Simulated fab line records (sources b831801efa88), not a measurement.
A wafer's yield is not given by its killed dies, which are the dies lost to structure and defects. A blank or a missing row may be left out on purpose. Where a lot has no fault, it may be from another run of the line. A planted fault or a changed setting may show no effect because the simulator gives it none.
What tool caused it? / flow gf180mcu / 24 lots with 72 wafers sampled at 3 steps, on a route of 602 steps

WHAT THE GAUGES READ, wafer by wafer
GF_V2_CD_MEAS_14: target cd 260 nm. Usual: cd-nm at 260.3 nm, with a standard deviation of 1.1.
lot=L074; measured=day 20 08:36; on=cd-sem-01; cd-nm (nm)=259.7 258.9 261.1; flag=
lot=L075; measured=day 20 18:18; on=cd-sem-02; cd-nm (nm)=259.6 260.3 259.1; flag=
lot=L076; measured=day 21 00:13; on=cd-sem-02; cd-nm (nm)=257.1 258.1 258.0; flag=
lot=L077; measured=day 21 16:25; on=cd-sem-01; cd-nm (nm)=260.3 263.2 262.9; flag=
lot=L078; measured=day 21 22:16; on=cd-sem-02; cd-nm (nm)=259.9 260.4 260.5; flag=
lot=L079; measured=day 22 09:07; on=cd-sem-01; cd-nm (nm)=260.9 260.6 260.3; flag=
lot=L080; measured=day 22 14:51; on=cd-sem-01; cd-nm (nm)=262.0 260.9 261.8; flag=
lot=L081; measured=day 22 22:59; on=cd-sem-01; cd-nm (nm)=259.8 260.2 260.2; flag=
lot=L082; measured=day 23 04:41; on=cd-sem-01; cd-nm (nm)=261.6 262.6 261.3; flag=
lot=L083; measured=day 23 12:04; on=cd-sem-01; cd-nm (nm)=259.5 259.8 261.3; flag=
lot=L084; measured=day 24 01:24; on=cd-sem-02; cd-nm (nm)=258.2 259.4 257.9; flag=
lot=L085; measured=day 24 16:07; on=cd-sem-01; cd-nm (nm)=261.8 261.8 261.7; flag=
lot=L086; measured=day 24 16:47; on=cd-sem-01; cd-nm (nm)=260.4 260.0 260.2; flag=
lot=L087; measured=day 24 23:58; on=cd-sem-02; cd-nm (nm)=260.8 260.0 259.5; flag=
lot=L088; measured=day 25 04:35; on=cd-sem-01; cd-nm (nm)=259.9 260.3 259.5; flag=
lot=L089; measured=day 25 11:28; on=cd-sem-01; cd-nm (nm)=259.9 260.2 260.0; flag=
lot=L090; measured=day 25 22:10; on=cd-sem-02; cd-nm (nm)=259.9 260.0 259.7; flag=
lot=L091; measured=day 26 04:32; on=cd-sem-01; cd-nm (nm)=260.9 261.5 259.8; flag=
lot=L092; measured=day 26 10:40; on=cd-sem-01; cd-nm (nm)=261.2 260.2 259.6; flag=
lot=L093; measured=day 26 18:52; on=cd-sem-01; cd-nm (nm)=260.0 260.8 260.3; flag=
lot=L094; measured=day 27 03:40; on=cd-sem-01; cd-nm (nm)=261.2 259.6 260.4; flag=
lot=L095; measured=day 27 15:20; on=cd-sem-01; cd-nm (nm)=260.6 259.4 259.7; flag=
lot=L096; measured=day 27 16:51; on=cd-sem-01; cd-nm (nm)=260.0 259.9 261.9; flag=
lot=L097; measured=day 27 22:25; on=cd-sem-01; cd-nm (nm)=261.4 260.9 261.0; flag=

GF_V2_RS_MEAS_24: measures by four-point-probe. Usual: V2_W_RS 0.329 ohm/sq, standard deviation 0.0045.
lot=L074; measured=day 20 09:38; on=film-metro-02; V2_W_RS (ohm/sq)=0.325 0.329 0.317; flag=
lot=L075; measured=day 20 19:26; on=film-metro-01; V2_W_RS (ohm/sq)=0.324 0.323 0.327; flag=
lot=L076; measured=day 21 01:15; on=film-metro-02; V2_W_RS (ohm/sq)=0.330 0.331 0.323; flag=
lot=L077; measured=day 21 17:27; on=film-metro-01; V2_W_RS (ohm/sq)=0.329 0.325 0.332; flag=
lot=L078; measured=day 21 23:25; on=film-metro-04; V2_W_RS (ohm/sq)=0.330 0.331 0.333; flag=
lot=L079; measured=day 22 10:10; on=film-metro-01; V2_W_RS (ohm/sq)=0.327 0.328 0.327; flag=
lot=L080; measured=day 22 15:55; on=film-metro-02; V2_W_RS (ohm/sq)=0.333 0.332 0.337; flag=
lot=L081; measured=day 23 00:02; on=film-metro-01; V2_W_RS (ohm/sq)=0.334 0.331 0.334; flag=
lot=L082; measured=day 23 05:46; on=film-metro-02; V2_W_RS (ohm/sq)=0.329 0.327 0.330; flag=
lot=L083; measured=day 23 13:07; on=film-metro-04; V2_W_RS (ohm/sq)=0.329 0.339 0.334; flag=
lot=L084; measured=day 24 02:26; on=film-metro-01; V2_W_RS (ohm/sq)=0.333 0.336 0.335; flag=
lot=L085; measured=day 24 17:08; on=film-metro-02; V2_W_RS (ohm/sq)=0.329 0.333 0.331; flag=
lot=L086; measured=day 24 17:49; on=film-metro-02; V2_W_RS (ohm/sq)=0.327 0.329 0.324; flag=
lot=L087; measured=day 25 01:01; on=film-metro-04; V2_W_RS (ohm/sq)=0.331 0.331 0.326; flag=
lot=L088; measured=day 25 05:38; on=film-metro-04; V2_W_RS (ohm/sq)=0.325 0.328 0.327; flag=
lot=L089; measured=day 25 12:29; on=film-metro-04; V2_W_RS (ohm/sq)=0.329 0.325 0.332; flag=
lot=L090; measured=day 25 23:12; on=film-metro-04; V2_W_RS (ohm/sq)=0.332 0.325 0.329; flag=
lot=L091; measured=day 26 05:41; on=film-metro-02; V2_W_RS (ohm/sq)=0.329 0.333 0.331; flag=
lot=L092; measured=day 26 11:43; on=film-metro-04; V2_W_RS (ohm/sq)=0.333 0.333 0.333; flag=
lot=L093; measured=day 26 19:53; on=film-metro-02; V2_W_RS (ohm/sq)=0.322 0.320 0.323; flag=
lot=L094; measured=day 27 04:41; on=film-metro-02; V2_W_RS (ohm/sq)=0.329 0.326 0.324; flag=
lot=L095; measured=day 27 16:23; on=film-metro-02; V2_W_RS (ohm/sq)=0.323 0.326 0.320; flag=
lot=L096; measured=day 27 17:56; on=film-metro-01; V2_W_RS (ohm/sq)=0.322 0.331 0.320; flag=
lot=L097; measured=day 27 23:28; on=film-metro-02; V2_W_RS (ohm/sq)=0.335 0.329 0.329; flag=

GF_V4_CD_MEAS_14: target cd 260 nm. Usual: cd-nm at 260.6 nm, with a standard deviation of 0.97.
lot=L074; measured=day 24 12:05; on=cd-sem-01; cd-nm (nm)=260.7 261.7 261.4; flag=
lot=L075; measured=day 24 20:54; on=cd-sem-02; cd-nm (nm)=260.1 261.8 261.1; flag=
lot=L076; measured=day 25 00:13; on=cd-sem-01; cd-nm (nm)=260.0 261.9 260.2; flag=
lot=L077; measured=day 25 15:13; on=cd-sem-02; cd-nm (nm)=261.1 261.1 260.3; flag=
lot=L078; measured=day 25 21:25; on=cd-sem-01; cd-nm (nm)=260.6 260.5 260.4; flag=
lot=L079; measured=day 26 07:25; on=cd-sem-02; cd-nm (nm)=260.7 261.3 260.6; flag=
lot=L080; measured=day 26 09:19; on=cd-sem-02; cd-nm (nm)=263.5 262.1 261.6; flag=
lot=L081; measured=day 26 20:43; on=cd-sem-01; cd-nm (nm)=260.4 260.1 259.7; flag=
lot=L082; measured=day 26 23:28; on=cd-sem-02; cd-nm (nm)=261.7 262.9 262.5; flag=
lot=L083; measured=day 27 06:20; on=cd-sem-01; cd-nm (nm)=259.6 259.1 258.5; flag=
lot=L084; measured=day 27 20:31; on=cd-sem-01; cd-nm (nm)=260.1 259.5 259.2; flag=
lot=L085; measured=day 28 08:48; on=cd-sem-02; cd-nm (nm)=260.7 260.6 260.5; flag=
lot=L086; measured=day 28 09:10; on=cd-sem-01; cd-nm (nm)=261.1 261.0 262.0; flag=
lot=L087; measured=day 28 15:52; on=cd-sem-02; cd-nm (nm)=260.1 260.8 260.4; flag=
lot=L088; measured=day 28 19:09; on=cd-sem-01; cd-nm (nm)=261.9 260.6 261.0; flag=
lot=L089; measured=day 29 01:06; on=cd-sem-02; cd-nm (nm)=260.8 261.1 259.6; flag=
lot=L090; measured=day 29 12:55; on=cd-sem-02; cd-nm (nm)=260.4 258.9 260.0; flag=
lot=L091; measured=day 29 17:23; on=cd-sem-01; cd-nm (nm)=260.8 259.9 260.3; flag=
lot=L092; measured=day 29 22:19; on=cd-sem-02; cd-nm (nm)=261.3 260.7 260.3; flag=
lot=L093; measured=day 30 06:28; on=cd-sem-01; cd-nm (nm)=261.4 259.7 260.6; flag=
lot=L094; measured=day 30 13:55; on=cd-sem-01; cd-nm (nm)=261.0 260.7 261.7; flag=
lot=L095; measured=day 31 01:40; on=cd-sem-02; cd-nm (nm)=261.0 259.5 259.3; flag=
lot=L096; measured=day 31 02:55; on=cd-sem-02; cd-nm (nm)=260.2 261.0 260.2; flag=
lot=L097; measured=day 31 08:11; on=cd-sem-02; cd-nm (nm)=260.0 259.5 259.1; flag=

EACH LOT AND THE TOOL THAT RAN IT (in order: tool; ch and the chambers of the sampled wafers; start)
Record: no process step prior to these readings.

AS READ BY THE TOOLS THEMSELVES (means over the sampled wafers that have a number; for cases with no such wafer, the mark the record gives instead)
The record holds no such reading with a usual standard deviation.

THE ANSWER, worked out from the rows above alone
Rule: lot off if the mean of its wafers having a number is beyond 3 standard deviations from the usual mean. Also off: a lot with no number at a reading for which 4 or more lots have one. The other lots that the step has rows for count as sound. The gauges are gone through in route order, then the tools' own readings, and for those a lot's mean is taken as printed above. At the first step where some lot is off, the reading lying furthest off is the one used; lots without a number count as furthest.
Across all readings shown, no lot is off: no conclusion can be drawn from this.

WHAT THE SIMULATOR HAD PUT IN
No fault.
